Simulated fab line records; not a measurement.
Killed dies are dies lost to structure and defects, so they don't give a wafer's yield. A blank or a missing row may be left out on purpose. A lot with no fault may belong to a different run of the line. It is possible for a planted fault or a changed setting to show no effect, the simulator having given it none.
fab line records + flow sky130
record
- lots=11
- wafers=33
- lastDay=50
route steps=708 shown NWELL@34 LDD_N@244 METAL5@676
lots that met no fault: from a run of the same line without faults
startH: hours from the record's first day to the start of the lot's first wafer shown + waitH: hours since the lot's step before + " as in the row above + L1.1+2: one row covering several wafers at once + - no value, or no start was given + * or withheld: withheld + < > ~ a bound
route shown NAME@n: names a module that has steps shown in the file, with the first one's number in the route + usual: mean/standard deviation taken from wafers without a fault + same: alike in all rows + chamber/n: place in a boat + sites: per-site readings + _std_site: standard deviation across them + _edge_site: outer sites' mean less inner sites' + radiusMm: for every site, how far away it sits from the centre of the wafer + mask NAME#n: copy n + behind: tool/chamber where the wafer was last shaped + hold: why the lot was held/for how many hours/how that ended + device: the transistor (n, p or np) that didn't switch + end of line: at the end of the route, the tests of the same wafers + where a step has no rows: the recipe by itself + killed: not the wafer's yield, but the dies lost to structure and defects at the first sort + map: a wafer's dies, x killed, . not, _ none there
set.NAME: the setting the step ran with; set.NAME@STEP: the setting that earlier step ran with + model.NAME: the simulator's own value behind a step, which no gauge read
route steps across a sampled set of lots; one table per step, one row per wafer
services: from which hour (startH, from the record's first day; less than 0 if before it) a tool's chamber was out of use, for how many hours, and why
## steps
# step SKY_NWELL_THK_MEAS_02
# recipe
- reads=SiO2_of_NWELL_OXIDATION_01
# usual
- NWELL_OXIDATION_THK=9.99/0.18
| lot.wafer | tool         | chamber | startH | waitH | NWELL_OXIDATION_THK[nm] |
|-----------|--------------|---------|--------|-------|-------------------------|
| L169.2    | filmMetro-02 | -       | 42.94  | 0.0   | 9.88                    |
| L169.3    | "            | -       | "      | "     | 9.74                    |
| L169.6    | "            | -       | "      | "     | 9.81                    |
| L171.2    | filmMetro-02 | -       | 51.37  | 0.0   | 10.15                   |
| L171.3    | "            | -       | "      | "     | 10.20                   |
| L171.4    | "            | -       | "      | "     | 10.27                   |
| L172.1    | filmMetro-03 | -       | 57.08  | 0.0   | 9.73                    |
| L172.5    | "            | -       | "      | "     | 9.85                    |
| L172.6    | "            | -       | "      | "     | 9.90                    |
| L181.2    | filmMetro-01 | -       | 102.66 | 0.0   | 10.30                   |
| L181.4    | "            | -       | "      | "     | 10.39                   |
| L181.6    | "            | -       | "      | "     | 10.40                   |
| L182.1    | filmMetro-02 | -       | 108.55 | 0.0   | 9.92                    |
| L182.3    | "            | -       | "      | "     | 9.96                    |
| L182.4    | "            | -       | "      | "     | 9.90                    |
| L183.2    | filmMetro-01 | -       | 114.23 | 0.0   | 9.98                    |
| L183.3    | "            | -       | "      | "     | 10.10                   |
| L183.6    | "            | -       | "      | "     | 10.03                   |
| L184.1    | filmMetro-03 | -       | 121.07 | 0.0   | 9.67                    |
| L184.2    | "            | -       | "      | "     | 10.03                   |
| L184.4    | "            | -       | "      | "     | 9.78                    |
| L185.2    | filmMetro-03 | -       | 125.29 | 0.0   | 10.00                   |
| L185.4    | "            | -       | "      | "     | 10.17                   |
| L185.6    | "            | -       | "      | "     | 10.12                   |
| L187.3    | filmMetro-02 | -       | 133.51 | 0.0   | 9.82                    |
| L187.4    | "            | -       | "      | "     | 9.78                    |
| L187.5    | "            | -       | "      | "     | 9.79                    |
| L188.1    | filmMetro-03 | -       | 141.29 | 0.0   | 10.12                   |
| L188.2    | "            | -       | "      | "     | 10.06                   |
| L188.4    | "            | -       | "      | "     | 10.12                   |
| L190.1    | filmMetro-01 | -       | 151.86 | 0.0   | 10.16                   |
| L190.3    | "            | -       | "      | "     | 10.03                   |
| L190.5    | "            | -       | "      | "     | 10.18                   |
# step SKY_NWELL_TW_MEAS_15
# usual
- NWELL_TW=1817/14
| lot.wafer | tool         | chamber | startH | waitH | NWELL_TW |
|-----------|--------------|---------|--------|-------|----------|
| L169.2    | filmMetro-01 | -       | 95.49  | 0.1   | 1817     |
| L169.3    | "            | -       | "      | "     | 1820     |
| L169.6    | "            | -       | "      | "     | 1818     |
| L171.2    | filmMetro-03 | -       | 106.29 | 0.1   | 1801     |
| L171.3    | "            | -       | "      | "     | 1799     |
| L171.4    | "            | -       | "      | "     | 1790     |
| L172.1    | filmMetro-03 | -       | 111.01 | 0.1   | 1805     |
| L172.5    | "            | -       | "      | "     | 1808     |
| L172.6    | "            | -       | "      | "     | 1794     |
| L181.2    | filmMetro-03 | -       | 163.07 | 0.1   | 1802     |
| L181.4    | "            | -       | "      | "     | 1809     |
| L181.6    | "            | -       | "      | "     | 1797     |
| L182.1    | filmMetro-03 | -       | 167.68 | 0.1   | 1805     |
| L182.3    | "            | -       | "      | "     | 1820     |
| L182.4    | "            | -       | "      | "     | 1810     |
| L183.2    | filmMetro-01 | -       | 174.50 | 0.1   | 1808     |
| L183.3    | "            | -       | "      | "     | 1820     |
| L183.6    | "            | -       | "      | "     | 1833     |
| L184.1    | filmMetro-01 | -       | 181.73 | 0.1   | 1820     |
| L184.2    | "            | -       | "      | "     | 1818     |
| L184.4    | "            | -       | "      | "     | 1817     |
| L185.2    | filmMetro-01 | -       | 186.97 | 0.1   | 1827     |
| L185.4    | "            | -       | "      | "     | 1819     |
| L185.6    | "            | -       | "      | "     | 1821     |
| L187.3    | filmMetro-01 | -       | 195.85 | 0.1   | 1833     |
| L187.4    | "            | -       | "      | "     | 1828     |
| L187.5    | "            | -       | "      | "     | 1832     |
| L188.1    | filmMetro-02 | -       | 204.23 | 0.1   | 1830     |
| L188.2    | "            | -       | "      | "     | 1833     |
| L188.4    | "            | -       | "      | "     | 1826     |
| L190.1    | filmMetro-02 | -       | 216.04 | 0.1   | 1830     |
| L190.3    | "            | -       | "      | "     | 1842     |
| L190.5    | "            | -       | "      | "     | 1833     |
# step SKY_LDD_N_OVL_MEAS_07
# usual
- LDD_N_OVL=0.1/1.4
| lot.wafer | tool       | chamber | startH | waitH | LDD_N_OVL[nm] |
|-----------|------------|---------|--------|-------|---------------|
| L169.2    | overlay-02 | -       | 422.87 | 0.1   | 0.5           |
| L169.3    | "          | -       | "      | "     | 2.5           |
| L169.6    | "          | -       | "      | "     | 2.1           |
| L171.2    | overlay-01 | -       | 434.40 | 0.1   | 0.2           |
| L171.3    | "          | -       | "      | "     | -2.7          |
| L171.4    | "          | -       | "      | "     | 1.2           |
| L172.1    | overlay-02 | -       | 442.06 | 0.1   | 1.3           |
| L172.5    | "          | -       | "      | "     | 1.8           |
| L172.6    | "          | -       | "      | "     | -1.7          |
| L181.2    | overlay-02 | -       | 516.28 | 0.1   | 0.5           |
| L181.4    | "          | -       | "      | "     | 0.6           |
| L181.6    | "          | -       | "      | "     | -0.3          |
| L182.1    | overlay-02 | -       | 524.42 | 0.1   | -2.1          |
| L182.3    | "          | -       | "      | "     | -1.7          |
| L182.4    | "          | -       | "      | "     | -1.6          |
| L183.2    | overlay-01 | -       | 532.97 | 0.1   | -0.8          |
| L183.3    | "          | -       | "      | "     | -2.2          |
| L183.6    | "          | -       | "      | "     | -0.6          |
| L184.1    | overlay-02 | -       | 541.41 | 0.1   | 2.5           |
| L184.2    | "          | -       | "      | "     | 2.4           |
| L184.4    | "          | -       | "      | "     | 1.5           |
| L185.2    | overlay-02 | -       | 550.92 | 0.1   | -0.1          |
| L185.4    | "          | -       | "      | "     | -1.4          |
| L185.6    | "          | -       | "      | "     | 0.3           |
| L187.3    | overlay-01 | -       | 565.55 | 0.1   | -0.5          |
| L187.4    | "          | -       | "      | "     | -1.4          |
| L187.5    | "          | -       | "      | "     | -0.9          |
| L188.1    | overlay-02 | -       | 575.61 | 0.1   | 1.5           |
| L188.2    | "          | -       | "      | "     | 1.9           |
| L188.4    | "          | -       | "      | "     | 2.5           |
| L190.1    | overlay-02 | -       | 593.11 | 0.1   | 0.2           |
| L190.3    | "          | -       | "      | "     | -1.8          |
| L190.5    | "          | -       | "      | "     | 0.6           |
# step SKY_METAL5_METAL_ETCH_15
# recipe
- targetDepthA=12600
- stopOn=SiO2
- overEtchFrac=0.2
- timeS=252
- chemistry=Cl2/BCl3
- resistSidewallDeg=86
- pressureMtorr=10
- icpW=900
- biasW=48.5
- Cl2_flow_sccm=60
- bcl3FlowSccm=30
# usual
- bcl3FlowSccm=30.00/0.092
- drypumpMotorCurrentA=5.9/0.37
- mfcCl2Sccm=60.03/0.21
- oesProductAu=0.893/0.0057
- overEtchFrac=0.2/0
- rfFwdPowerW=897.7/2.8
- throttleValvePct=22.263/0.009
# same
- timeS=252
| lot.wafer | tool        | chamber | startH  | waitH | bcl3FlowSccm | drypumpMotorCurrentA | mfcCl2Sccm | oesProductAu | overEtchFrac | rfFwdPowerW | rfHoursCounterH | throttleValvePct |
|-----------|-------------|---------|---------|-------|--------------|----------------------|------------|--------------|--------------|-------------|-----------------|------------------|
| L169.2    | rieMetal-04 | 0       | 1050.76 | 0.0   | 29.87        | 6.5                  | 59.80      | 0.887        | 0.2          | 897.2       | 9               | 22.251           |
| L169.3    | "           | 0       | "       | "     | 29.88        | 6.5                  | 59.71      | 0.898        | 0.2          | 904.1       | -               | 22.260           |
| L169.6    | "           | 0       | "       | "     | 29.96        | 6.5                  | 59.96      | 0.892        | 0.2          | 897.7       | -               | 22.271           |
| L171.2    | rieMetal-04 | 0       | 1055.39 | 0.0   | 29.90        | 6.4                  | 59.89      | 0.892        | 0.2          | 898.7       | 9               | 22.274           |
| L171.3    | "           | 1       | "       | "     | 30.14        | 5.7                  | 59.65      | 0.891        | 0.2          | 896.8       | -               | 22.252           |
| L171.4    | "           | 0       | "       | "     | 29.93        | 6.5                  | 59.92      | 0.891        | 0.2          | 899.0       | -               | 22.267           |
| L172.1    | rieMetal-04 | 1       | 1062.49 | 0.0   | 30.14        | 5.7                  | 59.91      | 0.827        | 0.35963      | 896.2       | 16              | 22.257           |
| L172.5    | "           | 0       | "       | "     | 29.94        | 6.5                  | 59.79      | 0.899        | 0.2          | 895.1       | -               | 22.258           |
| L172.6    | "           | 1       | "       | "     | 30.18        | 5.7                  | 60.10      | 0.832        | 0.35963      | 899.8       | -               | 22.268           |
| L181.2    | rieMetal-02 | 0       | 1111.45 | 0.0   | 30.02        | 5.7                  | 60.25      | 0.880        | 0.2          | 897.5       | 23              | 22.256           |
| L181.4    | "           | 1       | "       | "     | 29.97        | 5.8                  | 60.16      | 0.893        | 0.2          | 899.6       | -               | 22.269           |
| L181.6    | "           | 1       | "       | "     | 30.00        | 5.8                  | 60.05      | 0.902        | 0.2          | 902.5       | -               | 22.269           |
| L182.1    | rieMetal-02 | 1       | 1120.36 | 0.0   | 30.00        | 5.8                  | 60.15      | 0.894        | 0.2          | 902.8       | 13              | 22.272           |
| L182.3    | "           | 1       | "       | "     | 30.15        | 5.8                  | 59.75      | 0.894        | 0.2          | 898.8       | -               | 22.263           |
| L182.4    | "           | 0       | "       | "     | 30.14        | 5.8                  | 59.90      | 0.898        | 0.2          | 894.9       | -               | 22.252           |
| L183.2    | rieMetal-03 | 0       | 1125.59 | 0.0   | 29.92        | 5.3                  | 60.08      | 0.898        | 0.2          | 901.6       | 9               | 22.262           |
| L183.3    | "           | 1       | "       | "     | 30.03        | 6.3                  | 60.43      | 0.880        | 0.2          | 897.5       | -               | 22.245           |
| L183.6    | "           | 1       | "       | "     | 29.94        | 6.2                  | 60.26      | 0.886        | 0.2          | 898.6       | -               | 22.272           |
| L184.1    | rieMetal-03 | 1       | 1131.04 | 0.0   | 30.00        | 6.2                  | 60.06      | 0.891        | 0.2          | 897.5       | 21              | 22.255           |
| L184.2    | "           | 0       | "       | "     | 29.93        | 5.3                  | 59.92      | 0.885        | 0.2          | 902.4       | 10              | 22.255           |
| L184.4    | "           | 0       | "       | "     | 29.90        | 5.4                  | 60.16      | 0.891        | 0.2          | 902.3       | -               | 22.252           |
| L185.2    | rieMetal-02 | 1       | 1136.11 | 0.0   | 30.16        | 5.8                  | 59.89      | 0.900        | 0.2          | 899.5       | 14              | 22.266           |
| L185.4    | "           | 0       | "       | "     | 29.84        | 5.8                  | 59.78      | 0.894        | 0.2          | 900.6       | -               | 22.254           |
| L185.6    | "           | 0       | "       | "     | 29.98        | 5.8                  | 60.16      | 0.890        | 0.2          | 901.5       | -               | 22.241           |
| L187.3    | rieMetal-04 | 0       | 1146.49 | 0.1   | 30.14        | 6.4                  | 59.85      | 0.898        | 0.2          | 898.6       | -               | 22.275           |
| L187.4    | "           | 1       | "       | "     | 30.05        | 5.7                  | 59.83      | 0.887        | 0.2          | 898.2       | -               | 22.259           |
| L187.5    | "           | 0       | "       | "     | 29.90        | 6.4                  | 59.77      | 0.894        | 0.2          | 898.3       | -               | 22.264           |
| L188.1    | rieMetal-04 | 1       | 1150.35 | 0.0   | 29.86        | 5.7                  | 59.95      | 0.886        | 0.2          | 888.7       | 23              | 22.248           |
| L188.2    | "           | 0       | "       | "     | 29.95        | 6.5                  | 60.34      | 0.890        | 0.2          | 894.9       | 17              | 22.247           |
| L188.4    | "           | 1       | "       | "     | 29.94        | 5.7                  | 59.74      | 0.891        | 0.2          | 892.2       | -               | 22.257           |
| L190.1    | rieMetal-04 | 1       | 1162.46 | 0.0   | 29.91        | 5.7                  | 59.95      | 0.897        | 0.2          | 897.5       | 24              | 22.259           |
| L190.3    | "           | 0       | "       | "     | 30.05        | 6.5                  | 59.79      | 0.892        | 0.2          | 895.1       | -               | 22.245           |
| L190.5    | "           | 1       | "       | "     | 29.86        | 5.7                  | 60.05      | 0.888        | 0.2          | 900.4       | -               | 22.267           |
# step SKY_METAL5_STRIP_16
# recipe
- chemistry=O2/N2
- powerW=1400
- pressureMtorr=1500
- platenTempC=withheld
- o2FlowSccm=3000
- n2FlowSccm=300
- overashFraction=0.5
# usual
- drypumpMotorCurrentA=6.1/0.38
- oesProductAu=0.710/0.0046
- stripTimeToEndpointS=13.08/0.12
# same
- overashFraction=0.5
| lot.wafer | tool           | chamber | startH  | waitH | drypumpMotorCurrentA | oesProductAu | rfHoursCounterH | stripTimeToEndpointS |
|-----------|----------------|---------|---------|-------|----------------------|--------------|-----------------|----------------------|
| L169.2    | plasmaAsher-03 | 1       | 1051.00 | 0.2   | 6.5                  | 0.705        | 120             | 13.17                |
| L169.3    | "              | 1       | "       | "     | 6.5                  | 0.713        | -               | 13.15                |
| L169.6    | "              | 1       | "       | "     | 6.5                  | 0.705        | -               | 13.18                |
| L171.2    | plasmaAsher-02 | 1       | 1055.63 | 0.2   | 6.1                  | 0.710        | 67              | 13.32                |
| L171.3    | "              | 0       | "       | "     | 5.7                  | 0.716        | -               | 13.22                |
| L171.4    | "              | 1       | "       | "     | 6.1                  | 0.713        | -               | 13.35                |
| L172.1    | plasmaAsher-02 | 0       | 1062.73 | 0.2   | 5.7                  | 0.713        | 68              | 12.09                |
| L172.5    | "              | 1       | "       | "     | 6.1                  | 0.712        | -               | 13.27                |
| L172.6    | "              | 0       | "       | "     | 5.7                  | 0.707        | -               | 12.13                |
| L181.2    | plasmaAsher-02 | 1       | 1111.68 | 0.2   | 6.1                  | 0.711        | 72              | 13.08                |
| L181.4    | "              | 1       | "       | "     | 6.1                  | 0.711        | -               | 13.13                |
| L181.6    | "              | 0       | "       | "     | 5.7                  | 0.711        | -               | 13.03                |
| L182.1    | plasmaAsher-03 | 0       | 1120.60 | 0.2   | 6.3                  | 0.720        | 5               | 13.08                |
| L182.3    | "              | 0       | "       | "     | 6.3                  | 0.708        | -               | 13.05                |
| L182.4    | "              | 1       | "       | "     | 6.5                  | 0.713        | -               | 13.25                |
| L183.2    | plasmaAsher-02 | 1       | 1125.83 | 0.2   | 6.1                  | 0.708        | 74              | 13.07                |
| L183.3    | "              | 1       | "       | "     | 6.1                  | 0.706        | -               | 12.96                |
| L183.6    | "              | 1       | "       | "     | 6.1                  | 0.713        | -               | 12.95                |
| L184.1    | plasmaAsher-02 | 0       | 1131.28 | 0.2   | 5.7                  | 0.705        | 75              | 12.94                |
| L184.2    | "              | 1       | "       | "     | 6.1                  | 0.711        | 75              | 13.06                |
| L184.4    | "              | 0       | "       | "     | 5.7                  | 0.700        | -               | 13.05                |
| L185.2    | plasmaAsher-04 | 0       | 1136.35 | 0.2   | 6.3                  | 0.709        | 34              | 13.09                |
| L185.4    | "              | 1       | "       | "     | 5.2                  | 0.713        | -               | 13.04                |
| L185.6    | "              | 0       | "       | "     | 6.3                  | 0.706        | -               | 13.24                |
| L187.3    | plasmaAsher-04 | 1       | 1146.68 | 0.1   | 5.2                  | 0.707        | -               | 13.19                |
| L187.4    | "              | 0       | "       | "     | 6.3                  | 0.710        | -               | 13.00                |
| L187.5    | "              | 1       | "       | "     | 5.2                  | 0.713        | -               | 13.17                |
| L188.1    | plasmaAsher-03 | 0       | 1150.58 | 0.2   | 6.3                  | 0.712        | 9               | 12.96                |
| L188.2    | "              | 1       | "       | "     | 6.5                  | 0.709        | 9               | 13.09                |
| L188.4    | "              | 1       | "       | "     | 6.5                  | 0.701        | -               | 12.81                |
| L190.1    | plasmaAsher-04 | 1       | 1162.70 | 0.2   | 5.2                  | 0.716        | 36              | 13.00                |
| L190.3    | "              | 0       | "       | "     | 6.3                  | 0.718        | -               | 13.12                |
| L190.5    | "              | 0       | "       | "     | 6.3                  | 0.712        | -               | 12.94                |
## services
| tool           | chamber | startH  | hours | kind      |
|----------------|---------|---------|-------|-----------|
| rieMetal-04    | -       | 1040.55 | 1.4   | pm        |
| plasmaAsher-03 | -       | 1055.25 | 9.0   | pm        |
| plasmaAsher-03 | 0       | 1055.25 | 9.0   | ventCycle |
| plasmaAsher-03 | 1       | 1055.25 | 9.0   | ventCycle |
| rieMetal-04    | -       | 1056.39 | 3.9   | repair    |
| plasmaAsher-03 | 0       | 1064.25 | -     | clean     |
| plasmaAsher-03 | 1       | 1064.25 | -     | clean     |
| plasmaAsher-04 | -       | 1082.61 | 2.8   | pm        |
| plasmaAsher-02 | -       | 1102.77 | 4.1   | repair    |
| rieMetal-03    | -       | 1107.16 | 1.6   | repair    |
| plasmaAsher-02 | -       | 1110.62 | 1.0   | repair    |
| plasmaAsher-04 | -       | 1120.33 | 13.0  | repair    |
| rieMetal-04    | -       | 1143.88 | 0.8   | repair    |
| rieMetal-04    | -       | 1147.74 | 0.8   | repair    |
## key
firstSign
- step=SKY_METAL5_METAL_ETCH_15
- reading=overEtchFrac
- direction=up
- sigmas=99+
- usual=0.2
- struck=0.35963
effect
- step=SKY_METAL5_METAL_ETCH_15
- reading=oesProductAu
- direction=down
- sigmas=11
- usual=0.893
- struck=0.829
effect
- step=SKY_METAL5_STRIP_16
- reading=stripTimeToEndpointS
- direction=down
- sigmas=7.8
- usual=*
- struck=*
metAt SKY_METAL5_METAL_ETCH_15
struckLots L172
struckWafers L172.1,L172.6
notActingAt SKY_NWELL_THK_MEAS_02,SKY_NWELL_TW_MEAS_15,SKY_LDD_N_OVL_MEAS_07
onsetBetween 1055.39 1062.49
fault
- kind=processParameterDrift
- tool=rieMetal-04
- chamber=-
- onsetH=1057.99
- steps=SKY_METAL5_METAL_ETCH_15
- channel=overEtchFrac
- offset=0.15963
- shape=step
- endH=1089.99
- scope=struckWafersOnly
- actsIn=theseRecipesOnly
- stated=0.2
